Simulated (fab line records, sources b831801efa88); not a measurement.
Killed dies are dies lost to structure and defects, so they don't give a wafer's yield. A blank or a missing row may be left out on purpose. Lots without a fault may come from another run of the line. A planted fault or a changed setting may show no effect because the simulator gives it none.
Which tool did it? | flow gf180mcu | 11 lots, 30 wafers sampled, at 5 steps of a route of 602

WHAT THE GAUGES READ, wafer by wafer
GF_CONTACT_RS_MEAS_25: measures by four-point-probe. Usual: CONTACT_W_RS 0.380 ohm/sq, standard deviation 0.0055.
lot  | measured     | on            | CONTACT_W_RS (ohm/sq)   | flag
L805 | day 17 04:13 | film_metro-04 | 0.374 0.382 0.385       |
L808 | day 18 10:28 | film_metro-04 | 0.255 0.256 0.255 0.255 | OFF
L809 | day 19 07:58 | film_metro-01 | 0.249 0.251 0.249 0.251 | OFF
L810 | day 19 09:30 | film_metro-04 | 0.251 0.377 0.250 0.378 | OFF
L817 | day 21 16:19 | film_metro-01 | 0.376 0.372 0.378       |
L820 | day 22 14:25 | film_metro-03 | 0.379 0.390 0.387       |
L821 | day 22 22:37 | film_metro-01 | 0.376 0.374 0.373       |
L822 | day 23 03:39 | film_metro-01 | 0.375 0.381 0.379       |
L824 | day 23 22:13 | film_metro-04 | 0.377 0.388 0.384       |
L825 | day 24 05:22 | film_metro-01 | 0.373 0.383 0.379       |
L826 | day 24 10:10 | film_metro-03 | 0.375 0.376 0.383       |

GF_CONTACT_THK_MEAS_26: measures by xrf. Usual: CONTACT_W_THK 298 nm, standard deviation 5.
lot  | measured     | on            | CONTACT_W_THK (nm) | flag
L805 | day 17 04:19 | film_metro-04 | 301 296 293        |
L808 | day 18 13:51 | film_metro-04 | 429 427 428 427    | OFF
L809 | day 19 10:15 | film_metro-01 | 449 449 450 446    | OFF
L810 | day 19 15:14 | film_metro-04 | 442 296 444 296    | OFF
L817 | day 21 16:26 | film_metro-01 | 300 303 297        |
L820 | day 22 14:32 | film_metro-03 | 302 294 296        |
L821 | day 22 22:44 | film_metro-01 | 298 302 300        |
L822 | day 23 03:46 | film_metro-01 | 303 296 299        |
L824 | day 23 22:20 | film_metro-04 | 297 287 290        |
L825 | day 24 05:29 | film_metro-01 | 302 293 297        |
L826 | day 24 10:17 | film_metro-03 | 307 306 299        |

WHICH TOOL RAN EACH LOT (tool, then ch and the chambers of the sampled wafers, then the start)
lot  | GF_CONTACT_ETCH_16                 | GF_CONTACT_SPUTTER_22        | GF_CONTACT_CVD_24
L805 | rie_diel-01 ch 1,3, day 17 03:30   | pvd_sputter-01, day 17 03:58 | cvd_w-01 ch 0,1, day 17 04:06
L808 | rie_diel-04 ch 2,3, day 18 09:47   | pvd_sputter-03, day 18 10:16 | cvd_w-02 ch 0, day 18 10:22
L809 | rie_diel-03 ch 1,2, day 19 07:18   | pvd_sputter-03, day 19 07:46 | cvd_w-02 ch 1, day 19 07:52
L810 | rie_diel-04 ch 0,1, day 19 08:47   | pvd_sputter-03, day 19 09:16 | cvd_w-02 ch 1, day 19 09:24
L817 | rie_diel-03 ch 0,1,2, day 21 15:38 | pvd_sputter-01, day 21 16:07 | cvd_w-01 ch 0,1, day 21 16:13
L820 | rie_diel-01 ch 0,1,2, day 22 13:45 | pvd_sputter-02, day 22 14:13 | cvd_w-02 ch 0,1, day 22 14:19
L821 | rie_diel-04 ch 0,3, day 22 21:56   | pvd_sputter-01, day 22 22:24 | cvd_w-02 ch 1, day 22 22:30
L822 | rie_diel-03 ch 1,2, day 23 02:58   | pvd_sputter-03, day 23 03:26 | cvd_w-02 ch 0,1, day 23 03:32
L824 | rie_diel-01 ch 0,1,2, day 23 21:32 | pvd_sputter-02, day 23 22:01 | cvd_w-02 ch 0,1, day 23 22:07
L825 | rie_diel-04 ch 0,1,2, day 24 04:42 | pvd_sputter-03, day 24 05:10 | cvd_w-02 ch 0,1, day 24 05:16
L826 | rie_diel-03 ch 0,3, day 24 09:29   | pvd_sputter-02, day 24 09:58 | cvd_w-02 ch 0,1, day 24 10:04
- GF_CONTACT_ETCH_16: etches BARC in N2/H2.
- GF_CONTACT_SPUTTER_22: material Ti, target thk 15 nm, time 80.02 s.
- GF_CONTACT_CVD_24: deposits W, target thk 300 nm, time 90.339 s.

WHAT THE TOOLS THEMSELVES READ (means of the sampled wafers that have a number; where no wafer has one, the mark that the record gives instead)
GF_CONTACT_ETCH_16. Usual: bias_w 100.01 W, standard deviation 0.29; drypump_motor_current_A 5.7 A, standard deviation 0.52; n2_flow_sccm 100.0 sccm, standard deviation 0.31; oes_product_au 0.854 a.u., standard deviation 0.0044; throttle_valve_pct 13.226 %, standard deviation 0.0097.
lot  | tool        | bias_w (W) | drypump_motor_current_A (A) | n2_flow_sccm (sccm) | oes_product_au (a.u.) | throttle_valve_pct (%) | flag
L805 | rie_diel-01 | 99.84      | 5.7                         | 100.2               | 0.853                 | 13.221                 |
L808 | rie_diel-04 | 100.13     | 5.9                         | 99.3                | 0.849                 | 13.225                 |
L809 | rie_diel-03 | 99.86      | 5.8                         | 100.0               | 0.858                 | 13.221                 |
L810 | rie_diel-04 | 99.63      | 5.8                         | 99.7                | 0.857                 | 13.222                 |
L817 | rie_diel-03 | 99.89      | 5.6                         | 100.0               | 0.852                 | 13.222                 |
L820 | rie_diel-01 | 99.94      | 5.5                         | 100.0               | 0.853                 | 13.222                 |
L821 | rie_diel-04 | 100.16     | 6.2                         | 99.8                | 0.849                 | 13.236                 |
L822 | rie_diel-03 | 99.85      | 5.7                         | 99.8                | 0.852                 | 13.220                 |
L824 | rie_diel-01 | 99.98      | 5.5                         | 100.0               | 0.858                 | 13.225                 |
L825 | rie_diel-04 | 99.82      | 6.1                         | 100.0               | 0.859                 | 13.232                 |
L826 | rie_diel-03 | 99.89      | 6.1                         | 100.0               | 0.853                 | 13.227                 |

GF_CONTACT_SPUTTER_22. Usual: cathode_dc_power_W 2500.0 W, standard deviation 0.47; throttle_valve_pct 30.4 %, standard deviation 1.3.
lot  | tool           | cathode_dc_power_W (W) | throttle_valve_pct (%) | flag
L805 | pvd_sputter-01 | 2499.7                 | 31.3                   |
L808 | pvd_sputter-03 | 2500.8                 | 29.8                   |
L809 | pvd_sputter-03 | 2500.0                 | 30.0                   |
L810 | pvd_sputter-03 | 2499.9                 | 30.1                   |
L817 | pvd_sputter-01 | 2500.0                 | 31.3                   |
L820 | pvd_sputter-02 | 2499.7                 | 29.9                   |
L821 | pvd_sputter-01 | 2500.3                 | 31.3                   |
L822 | pvd_sputter-03 | 2500.0                 | 30.3                   |
L824 | pvd_sputter-02 | 2500.0                 | 29.8                   |
L825 | pvd_sputter-03 | 2500.2                 | 29.9                   |
L826 | pvd_sputter-02 | 2500.0                 | 30.0                   |

GF_CONTACT_CVD_24. Usual: heater_power_w 876 W, standard deviation 150.
lot  | tool     | heater_power_w (W) | flag
L805 | cvd_w-01 | 734                |
L808 | cvd_w-02 | 834                |
L809 | cvd_w-02 | 1058               |
L810 | cvd_w-02 | 1068               |
L817 | cvd_w-01 | 743                |
L820 | cvd_w-02 | 916                |
L821 | cvd_w-02 | 1060               |
L822 | cvd_w-02 | 994                |
L824 | cvd_w-02 | 918                |
L825 | cvd_w-02 | 912                |
L826 | cvd_w-02 | 974                |

THE ANSWER, worked out from the rows above alone
Rule: a lot is off if the mean of its wafers that have a number lies more than 3 standard deviations from the usual mean. A lot without any number at a reading at which 4 lots or more have one is off too. The other lots that the step has rows for count as sound. The gauges are gone through in route order, then the tools' own readings, and for those a lot's mean is taken as printed above. The first step at which some lot is off is used, and at that step the reading that is off furthest; a lot without a number counts as furthest.
Off: L808, L809, L810, at GF_CONTACT_RS_MEAS_25 (CONTACT_W_RS).
A tool fits if, at a process step before that reading, it ran every lot that is off, and no sound lot after the first of them. The gauges at GF_CONTACT_RS_MEAS_25 are tried like those tools. None of those tried fits.

WHAT THE SIMULATOR HAD PUT IN
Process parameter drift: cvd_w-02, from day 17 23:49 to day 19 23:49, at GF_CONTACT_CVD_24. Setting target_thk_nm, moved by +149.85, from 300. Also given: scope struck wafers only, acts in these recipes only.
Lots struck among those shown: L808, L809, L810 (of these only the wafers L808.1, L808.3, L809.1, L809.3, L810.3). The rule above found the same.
